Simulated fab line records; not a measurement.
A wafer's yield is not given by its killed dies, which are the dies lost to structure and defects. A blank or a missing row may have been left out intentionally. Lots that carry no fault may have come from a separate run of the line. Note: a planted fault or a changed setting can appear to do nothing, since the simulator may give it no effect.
2 desks looking at one fault | flow gf180mcu | each desk has only its own numbers; what lay behind them comes last

FROM THE METROLOGY DESK
Means of the sampled wafers that have a number, per lot and without regard to the tool the lot ran on: this is what the gauges read. If a lot's mean is further than 4 standard deviations from the usual mean, the lot is out of limits and carries the mark OUT (the distance appears in the brackets).
Columns: A = TOP_METAL_OVL at GF_TOP_METAL_OVL_MEAS_15, usual 0.3 nm
lot  | first seen here | A
L581 | day 28 01:49    | 0.7
L584 | day 29 01:55    | 0.6
L585 | day 29 09:22    | -1.7
L586 | day 29 20:22    | -1.4
L587 | day 30 08:50    | 1.3
L589 | day 30 20:34    | -1.7
L590 | day 31 04:04    | -0.9
L591 | day 31 12:13    | 3.8
L592 | day 31 14:10    | -0.4
L594 | day 32 02:25    | 0.3
L601 | day 33 21:57    | -0.7
L602 | day 34 06:52    | -0.1
L603 | day 34 07:49    | 0.7
Result from this desk: across the 13 lots, nothing is out of limits.

FOR THE TOOL OWNER'S DESK: plasma_asher-04
The tool's own readings at GF_V3_STRIP_18 (strips in O2/N2): means of the sampled wafers that have a number, for each lot that ran on this tool. If a lot's mean is further than 4 standard deviations from the usual mean, the lot is out of limits and carries the mark OUT (the distance appears in the brackets).
Columns: A = chamber_pressure_mTorr at GF_V3_STRIP_18, usual 1499.9 mTorr; B = drypump_motor_current_A at GF_V3_STRIP_18, usual 5.7 A; C = heater_power_w at GF_V3_STRIP_18, usual 317 W; D = n2_flow_sccm at GF_V3_STRIP_18, usual 300.1 sccm; E = oes_product_au at GF_V3_STRIP_18, usual 0.593 a.u.
lot  | first seen here | A      | B   | C   | D     | E
L584 | day 23 15:37    | 1499.2 | 5.7 | 300 | 300.3 | 0.597
L586 | day 24 11:21    | 1499.6 | 6.0 | 295 | 300.7 | 0.590
L587 | day 25 01:23    | 1500.8 | 5.9 | 298 | 301.0 | 0.593
L589 | day 25 17:16    | 1500.2 | 5.5 | 305 | 299.9 | 0.594
L591 | day 26 07:13    | 1499.8 | 5.7 | 297 | 301.2 | 0.595
L592 | day 26 15:41    | 1499.3 | 5.9 | 297 | 299.6 | 0.591
L594 | day 27 02:06    | 1499.6 | 5.9 | 298 | 300.4 | 0.593
L602 | day 29 17:43    | 1499.3 | 5.5 | 305 | 298.6 | 0.593
L603 | day 29 19:21    | 1500.0 | 5.9 | 296 | 300.4 | 0.591
Result from this desk: across the 9 lots, nothing is out of limits.

TAKEN TOGETHER
At the metrology desk, nothing out of limits was observed.
The desk of the tool owner found nothing out of limits.

WHAT THE SIMULATOR HAD PUT IN
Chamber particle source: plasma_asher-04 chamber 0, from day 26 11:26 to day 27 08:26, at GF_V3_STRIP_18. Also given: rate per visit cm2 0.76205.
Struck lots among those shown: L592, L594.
